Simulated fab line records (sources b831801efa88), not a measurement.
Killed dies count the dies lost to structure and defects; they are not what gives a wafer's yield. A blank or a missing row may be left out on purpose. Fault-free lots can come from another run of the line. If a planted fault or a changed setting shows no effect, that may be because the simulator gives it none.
A lot that was struck, set against a sound lot | flow sky130 | 15 out of 708 route steps
Sound: these wafers, L515.3, L515.5, L515.6. The struck wafers were L522.3, L522.4, L522.5. Last of all comes the cause.
At each step with rows: each side's tool, then ch and its chambers, then its first start. Under that, the readings that differ: sound wafers | struck wafers | difference of the means | sigmas: that difference in standard deviations of wafers without a fault.
alike: same words and numbers on both sides, and readings whose means sit less than 2 such deviations apart. not compared: any withheld reading, any reading some wafer has no value for, any bound like >300 that may hide the same value, and any number with overlapping values for which the record gives no deviation.
The two part at a step that has a row with sigmas, a row that says differs or no value, or rows on one side only. Numbers that don't overlap but have no deviation are shown without sigmas and don't part them. A reading that every wafer of one side lacks parts them only if that side has two wafers or more.

first, 5 steps without rows for these wafers: SKY_VT_ADJUST_PCH_COAT_02 (resist thk 3000 nm); SKY_VT_ADJUST_PCH_SOFTBAKE_03; SKY_VT_ADJUST_PCH_EXPOSE_04 (exposes mask NWM, target cd 840 nm); SKY_VT_ADJUST_PCH_PEB_05; SKY_VT_ADJUST_PCH_DEVELOP_06 (develop time 60 s).
SKY_VT_ADJUST_PCH_OVL_MEAS_07:
  struck on overlay-02, day 13 19:52; sound on overlay-02, day 11 15:22
  alike: VT_ADJUST_PCH_OVL
after that, 1 step had no rows for these wafers: SKY_VT_ADJUST_PCH_IMPLANT_08.
SKY_VT_ADJUST_PCH_STRIP_09: strips in O2/N2.
  sound on plasma_asher-01 ch 0,1, day 11 15:34; struck on plasma_asher-04 ch 0,1, day 13 20:04
  alike: drypump_motor_current_A, n2_flow_sccm, oes_product_au, strip_time_to_endpoint_s
  not compared: rf_hours_counter_h
SKY_VT_ADJUST_PCH_TW_MEAS_10:
  struck on film_metro-01, day 13 20:10; sound on film_metro-02, day 11 15:40
  alike: VT_ADJUST_PCH_TW
then, 3 steps without rows for these wafers: SKY_SONOS_TUNNEL_DEHYDRATE_00 (time 60 s); SKY_SONOS_TUNNEL_HMDS_01 (prime time 60 s); SKY_SONOS_TUNNEL_COAT_02 (resist thk 1140 nm).
SKY_SONOS_TUNNEL_SOFTBAKE_03: time 60 s.
  sound on litho_track-03 ch 0, day 12 04:33; struck on litho_track-03 ch 0, day 14 08:39
  reading                  | sound             | struck            | difference | sigmas
  heater_power_total_W (W) | 56.63 56.53 56.65 | 57.16 57.22 57.19 | +0.59      | +14
  plate_temp_C (C)         | 90.14 90.04 89.86 | 90.63 90.72 90.53 | +0.61      | +5
  alike: chill_plate_temp_C
then, 1 step without rows for these wafers: SKY_SONOS_TUNNEL_EXPOSE_04 (exposes mask TUNM, target cd 410 nm).
-- a jump in the record: the struck wafers' starts before and after are 34 days apart (it breaks off in module SONOS_TUNNEL and resumes in module PAD_OPEN, where the first step shown is number 708 of the route) --
SKY_PAD_OPEN_PROBE_99:
  struck on prober-02, day 48 14:37; sound on prober-01, day 46 22:19
  alike: killed_at_M0_to_M3, killed_at_M4_up, killed_at_contacts, killed_at_front_end, killed_at_other, killed_dies, killed_open, killed_short

WHERE THEY PART
SKY_SONOS_TUNNEL_SOFTBAKE_03 only, going by this record. Later steps at which nothing parts them and some readings are alike: SKY_PAD_OPEN_PROBE_99.

WHY: what had been put in by the simulator
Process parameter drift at SKY_SONOS_TUNNEL_SOFTBAKE_03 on litho_track-03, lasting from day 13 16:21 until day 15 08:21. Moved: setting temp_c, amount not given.
